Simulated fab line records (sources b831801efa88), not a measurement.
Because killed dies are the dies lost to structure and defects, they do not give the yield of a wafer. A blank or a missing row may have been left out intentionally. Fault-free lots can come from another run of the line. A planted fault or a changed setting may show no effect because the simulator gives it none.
What tool caused it? ; flow gf180mcu ; Sampling: 13 lots, 39 wafers, 2 of 602 route steps

## WHAT THE GAUGES SHOWED, per wafer
GF_V5_CD_MEAS_14 targets a cd of 260 nm. Usual: cd nm at 259.9 nm, with a standard deviation of 1.3.
lot;measured;on;cd nm (nm);flag
L990;day 27 21:04;cd sem-01;259.3 260.2 260.2;
L991;day 27 22:25;cd sem-01;259.1 258.6 259.0;
L993;day 28 10:05;cd sem-01;260.3 259.7 258.9;
L994;day 28 19:54;cd sem-02;259.2 260.2 259.2;
L997;day 29 14:06;cd sem-02;261.5 261.1 261.5;
L998;day 29 23:03;cd sem-01;256.3 257.0 257.6;
L100;day 30 15:23;cd sem-01;257.3 258.4 258.2;
L102;day 31 01:18;cd sem-02;261.0 259.9 259.9;
L103;day 31 11:19;cd sem-02;259.4 261.7 260.7;
L104;day 31 16:47;cd sem-01;259.5 260.4 260.7;
L105;day 31 21:58;cd sem-02;259.1 260.2 260.3;
L106;day 32 02:37;cd sem-02;260.0 260.4 259.3;
L112;day 33 13:17;cd sem-02;259.8 258.2 258.8;

## EACH LOT AND THE TOOL THAT RAN IT (in order: tool; ch and the chambers of the sampled wafers; start)
lot;GF_M5_SOFTBAKE_03
L990;litho track-01 ch 0, day 26 13:54
L991;litho track-01 ch 0, day 26 14:48
L993;litho track-01 ch 0, day 27 02:11
L994;litho track-01 ch 0, day 27 12:27
L997;litho track-02 ch 0, day 28 07:38
L998;litho track-04 ch 0, day 28 17:46
L100;litho track-04 ch 0, day 29 09:53
L102;litho track-02 ch 0, day 29 20:53
L103;litho track-01 ch 0, day 30 06:54
L104;litho track-01 ch 0, day 30 13:40
L105;litho track-01 ch 0, day 30 18:18
L106;litho track-01 ch 0, day 30 23:28
L112;litho track-02 ch 0, day 32 11:47
- GF_M5_SOFTBAKE_03: time 61.66 s.

## WHAT THE TOOLS THEMSELVES READ (means of the sampled wafers that have a number; where no wafer has one, the mark that the record gives instead)
GF_M5_SOFTBAKE_03. Usual: plate sensor t centre C 131.02 C, standard deviation 0.0097; plate sensor t edge C 131.21 C, standard deviation 0.0094; resist line temp C 23.00 C, standard deviation 0.1.
lot;tool;plate sensor t centre C (C);plate sensor t edge C (C);resist line temp C (C);flag
L990;litho track-01;131.02;131.22;23.05;
L991;litho track-01;131.01;131.20;23.05;
L993;litho track-01;131.03;131.20;23.04;
L994;litho track-01;131.01;131.21;22.97;
L997;litho track-02;131.03;131.21;22.84;
L998;litho track-04;131.02;131.20;22.92;
L100;litho track-04;131.02;131.21;22.93;
L102;litho track-02;131.01;131.21;23.10;
L103;litho track-01;131.02;131.22;23.02;
L104;litho track-01;131.01;131.21;23.00;
L105;litho track-01;131.02;131.20;23.06;
L106;litho track-01;131.02;131.20;23.05;
L112;litho track-02;131.02;131.21;22.92;

## THE ANSWER, worked out from the rows above alone
Rule: take the mean of a lot's wafers that have a number; if it is more than 3 standard deviations from the usual mean, the lot is off. Also off: a lot with no number at a reading for which 4 or more lots have one. The other lots that the step has rows for count as sound. Order of review: gauges by route order, followed by the tools' own readings, for which a lot's mean as printed above is used. The first step at which some lot is off is used, and at that step the reading that is off furthest; a lot without a number counts as furthest.
Across all readings shown, no lot is off: no conclusion can be drawn from this.

## WHAT WAS PUT IN BY THE SIMULATOR
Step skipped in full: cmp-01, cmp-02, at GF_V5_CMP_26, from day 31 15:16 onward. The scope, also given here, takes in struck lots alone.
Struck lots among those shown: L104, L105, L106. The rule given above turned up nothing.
